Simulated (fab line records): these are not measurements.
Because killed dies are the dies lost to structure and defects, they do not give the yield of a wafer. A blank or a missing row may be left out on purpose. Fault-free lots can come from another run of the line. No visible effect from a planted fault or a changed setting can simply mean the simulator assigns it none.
fab line records + flow gf180mcu
record
- lots=14
- wafers=42
- last_day=34
route steps=602 shown M4@471 V4@479
lots that met no fault: from a run of the same line without faults
start_h: the number of hours between the record's first day and the start of the first shown wafer of the lot + wait_h: hours since the lot's step before + " as in the row above + L1.1+2: several wafers, shown together as one row + - no value, or no start was given + * or withheld: withheld + < > ~ a bound
route shown NAME@n: names a module that has steps shown in the file, with the first one's number in the route + usual: average and standard deviation across the fault-free wafers + same: alike in all rows + chamber/n: place in a boat + sites: the reading at each site + _std_site: standard deviation of those values + _edge_site: inner sites' mean taken away from outer sites' mean + radius_mm: how far each site lies from the wafer's centre + mask NAME#n: copy n + behind: tool/chamber where the wafer was last shaped + hold: why the lot went on hold/how many hours it stayed there/how the hold came to an end + device: the n, p or np transistor that did not switch + end of line: the tests these same wafers got at the end of their route + step lacking rows: just its recipe + killed: the dies lost at the first sort to structure and to defects; this is not the yield of the wafer + map: dies across one wafer; x = killed, . = not, _ = none there
set.NAME: the setting as run; set.NAME@STEP: as run at that earlier step + model.NAME: the simulator's own value behind a step, which no gauge read
route steps across a sampled set of lots; one table per step, one row per wafer
services: a tool's chamber out of use, with start hour (start_h, from the record's first day; less than 0 if before it), hours out, and reason
## steps
# step GF_M4_OVL_MEAS_15
# usual
- M4_OVL=-1/4.5
| lot.wafer | tool       | chamber | start_h | wait_h | M4_OVL[nm] |
|-----------|------------|---------|---------|--------|------------|
| L798.2    | overlay-02 | -       | 552.31  | 0.1    | -13        |
| L798.3    | "          | -       | "       | "      | -11        |
| L798.5    | "          | -       | "       | "      | -4         |
| L799.1    | overlay-01 | -       | 556.74  | 0.1    | -4         |
| L799.2    | "          | -       | "       | "      | -9         |
| L799.3    | "          | -       | "       | "      | -7         |
| L800.2    | overlay-01 | -       | 565.61  | 0.1    | 5          |
| L800.5    | "          | -       | "       | "      | 5          |
| L800.6    | "          | -       | "       | "      | 6          |
| L802.2    | overlay-02 | -       | 583.96  | 0.1    | 2          |
| L802.4    | "          | -       | "       | "      | -2         |
| L802.6    | "          | -       | "       | "      | 1          |
| L803.1    | overlay-02 | -       | 598.96  | 0.1    | -1         |
| L803.3    | "          | -       | "       | "      | -4         |
| L803.4    | "          | -       | "       | "      | -3         |
| L805.1    | overlay-01 | -       | 606.61  | 0.1    | 1          |
| L805.2    | "          | -       | "       | "      | -3         |
| L805.6    | "          | -       | "       | "      | 0          |
| L804.2    | overlay-01 | -       | 606.96  | 0.1    | 7          |
| L804.3    | "          | -       | "       | "      | 10         |
| L804.4    | "          | -       | "       | "      | -1         |
| L806.1    | overlay-01 | -       | 612.81  | 0.1    | -1         |
| L806.3    | "          | -       | "       | "      | -1         |
| L806.4    | "          | -       | "       | "      | 1          |
| L809.2    | overlay-02 | -       | 644.86  | 0.1    | -8         |
| L809.5    | "          | -       | "       | "      | -3         |
| L809.6    | "          | -       | "       | "      | -8         |
| L811.1    | overlay-01 | -       | 653.01  | 0.1    | -1         |
| L811.3    | "          | -       | "       | "      | 4          |
| L811.4    | "          | -       | "       | "      | -1         |
| L815.3    | overlay-02 | -       | 687.62  | 0.1    | 5          |
| L815.4    | "          | -       | "       | "      | 3          |
| L815.6    | "          | -       | "       | "      | -5         |
| L816.3    | overlay-02 | -       | 691.37  | 0.1    | 1          |
| L816.5    | "          | -       | "       | "      | -5         |
| L816.6    | "          | -       | "       | "      | -3         |
| L820.1    | overlay-01 | -       | 710.12  | 0.1    | -3         |
| L820.3    | "          | -       | "       | "      | 1          |
| L820.6    | "          | -       | "       | "      | -4         |
| L821.1    | overlay-02 | -       | 711.60  | 0.1    | 0          |
| L821.2    | "          | -       | "       | "      | -4         |
| L821.3    | "          | -       | "       | "      | -4         |
# step GF_V4_THK_MEAS_03
# recipe
- reads=SiO2_of_V4_CVD_02
# usual
- V4_CVD_02_THK=848/12
| lot.wafer | tool          | chamber | start_h | wait_h | V4_CVD_02_THK[nm] |
|-----------|---------------|---------|---------|--------|-------------------|
| L798.2    | film_metro-02 | -       | 555.07  | 0.0    | 834               |
| L798.3    | "             | -       | "       | "      | 841               |
| L798.5    | "             | -       | "       | "      | 849               |
| L799.1    | film_metro-02 | -       | 557.62  | 0.0    | 834               |
| L799.2    | "             | -       | "       | "      | 846               |
| L799.3    | "             | -       | "       | "      | 842               |
| L800.2    | film_metro-02 | -       | 566.49  | 0.0    | 855               |
| L800.5    | "             | -       | "       | "      | 855               |
| L800.6    | "             | -       | "       | "      | 852               |
| L802.2    | film_metro-04 | -       | 584.87  | 0.0    | 834               |
| L802.4    | "             | -       | "       | "      | 865               |
| L802.6    | "             | -       | "       | "      | 841               |
| L803.1    | film_metro-02 | -       | 599.95  | 0.0    | 834               |
| L803.3    | "             | -       | "       | "      | 843               |
| L803.4    | "             | -       | "       | "      | 849               |
| L805.1    | film_metro-01 | -       | 607.52  | 0.0    | 816               |
| L805.2    | "             | -       | "       | "      | 823               |
| L805.6    | "             | -       | "       | "      | 826               |
| L804.2    | film_metro-04 | -       | 608.04  | 0.1    | 838               |
| L804.3    | "             | -       | "       | "      | 840               |
| L804.4    | "             | -       | "       | "      | 855               |
| L806.1    | film_metro-02 | -       | 614.03  | 0.0    | 838               |
| L806.3    | "             | -       | "       | "      | 834               |
| L806.4    | "             | -       | "       | "      | 872               |
| L809.2    | film_metro-01 | -       | 645.75  | 0.0    | 832               |
| L809.5    | "             | -       | "       | "      | 864               |
| L809.6    | "             | -       | "       | "      | 850               |
| L811.1    | film_metro-02 | -       | 653.90  | 0.0    | 847               |
| L811.3    | "             | -       | "       | "      | 846               |
| L811.4    | "             | -       | "       | "      | 857               |
| L815.3    | film_metro-01 | -       | 688.54  | 0.1    | 841               |
| L815.4    | "             | -       | "       | "      | 856               |
| L815.6    | "             | -       | "       | "      | 871               |
| L816.3    | film_metro-02 | -       | 692.37  | 0.1    | 838               |
| L816.5    | "             | -       | "       | "      | 862               |
| L816.6    | "             | -       | "       | "      | 852               |
| L820.1    | film_metro-04 | -       | 711.39  | 0.0    | 843               |
| L820.3    | "             | -       | "       | "      | 843               |
| L820.6    | "             | -       | "       | "      | 867               |
| L821.1    | film_metro-01 | -       | 712.58  | 0.0    | 842               |
| L821.2    | "             | -       | "       | "      | 828               |
| L821.3    | "             | -       | "       | "      | 846               |
# step GF_V4_SPUTTER_22
# recipe
- material=TiN
- target_thk_nm=10
- chamber_pressure_pa=5
- power_w=4000
- time_s=40
# usual
- cathode_dc_power_W=4000.0/0.79
- chamber_pressure_pa=4.999/0.012
- throttle_valve_pct=30.2/1.4
| lot.wafer | tool           | chamber | start_h | wait_h | cathode_dc_power_W | chamber_pressure_pa | throttle_valve_pct |
|-----------|----------------|---------|---------|--------|--------------------|---------------------|--------------------|
| L798.2    | pvd_sputter-03 | -       | 579.80  | 0.0    | 3999.8             | 5.009               | 31.1               |
| L798.3    | "              | -       | "       | "      | 3999.8             | 4.982               | 30.8               |
| L798.5    | "              | -       | "       | "      | 3999.7             | 4.983               | 31.4               |
| L799.1    | pvd_sputter-02 | -       | 581.30  | 0.0    | 4000.9             | 4.991               | 29.7               |
| L799.2    | "              | -       | "       | "      | 3999.9             | 5.004               | 30.1               |
| L799.3    | "              | -       | "       | "      | 3999.1             | 4.998               | 28.8               |
| L800.2    | pvd_sputter-02 | -       | 589.15  | 0.0    | 4000.6             | 5.011               | 30.1               |
| L800.5    | "              | -       | "       | "      | 3999.2             | 5.000               | 29.8               |
| L800.6    | "              | -       | "       | "      | 4000.7             | 5.002               | 29.7               |
| L802.2    | pvd_sputter-02 | -       | 607.05  | 0.0    | 3998.7             | 4.989               | 29.5               |
| L802.4    | "              | -       | "       | "      | 3999.7             | 5.008               | 28.4               |
| L802.6    | "              | -       | "       | "      | 3999.8             | 5.009               | 28.3               |
| L803.1    | pvd_sputter-04 | -       | 621.82  | 0.0    | 3999.8             | 4.999               | 29.6               |
| L803.3    | "              | -       | "       | "      | 4000.6             | 4.996               | 33.6               |
| L803.4    | "              | -       | "       | "      | 3997.9             | 4.987               | 30.3               |
| L805.1    | pvd_sputter-04 | -       | 629.25  | 0.0    | 4000.7             | 5.011               | 29.7               |
| L805.2    | "              | -       | "       | "      | 4000.1             | 4.998               | 30.1               |
| L805.6    | "              | -       | "       | "      | 3999.6             | 5.006               | 29.6               |
| L804.2    | pvd_sputter-04 | -       | 630.78  | 0.0    | 4000.7             | 5.006               | 29.0               |
| L804.3    | "              | -       | "       | "      | 3999.5             | 4.978               | 33.3               |
| L804.4    | "              | -       | "       | "      | 3999.9             | 4.997               | 29.8               |
| L806.1    | pvd_sputter-04 | -       | 635.92  | 0.0    | 4000.0             | 4.992               | 30.0               |
| L806.3    | "              | -       | "       | "      | 4001.8             | 4.991               | 33.0               |
| L806.4    | "              | -       | "       | "      | 4000.7             | 4.997               | 29.8               |
| L809.2    | pvd_sputter-02 | -       | 666.16  | 0.0    | 3999.4             | 4.997               | 28.7               |
| L809.5    | "              | -       | "       | "      | 4000.1             | 5.006               | 29.7               |
| L809.6    | "              | -       | "       | "      | 3999.3             | 4.990               | 29.4               |
| L811.1    | pvd_sputter-04 | -       | 674.96  | 0.0    | 3999.1             | 4.998               | 33.4               |
| L811.3    | "              | -       | "       | "      | 4000.5             | 4.982               | 30.0               |
| L811.4    | "              | -       | "       | "      | 4000.7             | 4.997               | 29.3               |
| L815.3    | pvd_sputter-02 | -       | 708.75  | 0.0    | -                  | -                   | -                  |
| L815.4    | "              | -       | "       | "      | -                  | -                   | -                  |
| L815.6    | "              | -       | "       | "      | -                  | -                   | -                  |
| L816.3    | pvd_sputter-02 | -       | 712.50  | 0.0    | -                  | -                   | -                  |
| L816.5    | "              | -       | "       | "      | -                  | -                   | -                  |
| L816.6    | "              | -       | "       | "      | -                  | -                   | -                  |
| L820.1    | pvd_sputter-03 | -       | 731.25  | 0.0    | 4000.8             | 4.992               | 31.1               |
| L820.3    | "              | -       | "       | "      | 3999.3             | 5.006               | 31.1               |
| L820.6    | "              | -       | "       | "      | 3999.5             | 5.004               | 29.4               |
| L821.1    | pvd_sputter-04 | -       | 731.96  | 0.0    | 4000.6             | 5.011               | 29.7               |
| L821.2    | "              | -       | "       | "      | 4000.5             | 5.001               | 29.3               |
| L821.3    | "              | -       | "       | "      | 4000.4             | 5.014               | 30.6               |
## services
| tool           | chamber | start_h | hours | kind   |
|----------------|---------|---------|-------|--------|
| pvd_sputter-02 | -       | 581.57  | 7.5   | repair |
| pvd_sputter-02 | -       | 652.98  | 1.2   | repair |
| pvd_sputter-03 | -       | 656.44  | 2.7   | repair |
| pvd_sputter-03 | -       | 678.66  | 1.9   | repair |
| pvd_sputter-03 | -       | 717.28  | 13.7  | repair |
| pvd_sputter-02 | -       | 727.72  | 22.7  | repair |
## key
first_sign
- step=GF_V4_SPUTTER_22
- reading=tool_record
- direction=missing
effect none on later readings
met_at GF_V4_SPUTTER_22
struck_lots L815,L816
later_rows_left_out L815.3,L815.4,L815.6,L816.3,L816.5,L816.6
sort_left_out L815.3,L815.4,L815.6,L816.3,L816.5,L816.6
not_acting_at GF_M4_OVL_MEAS_15,GF_V4_THK_MEAS_03
onset_between 666.16 708.75
fault
- kind=skipped_step_whole
- tool=pvd_sputter-02
- chamber=-
- onset_h=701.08
- steps=GF_V4_SPUTTER_22
- scope=struck_lots_only
# sort_left_out: the simulated sort isn't trusted on such a fault, so these wafers' sort isn't shown, and their yield isn't known
# later_rows_left_out: the simulator's readings of these wafers behind a module that went badly wrong aren't trusted and aren't shown, but for the sort
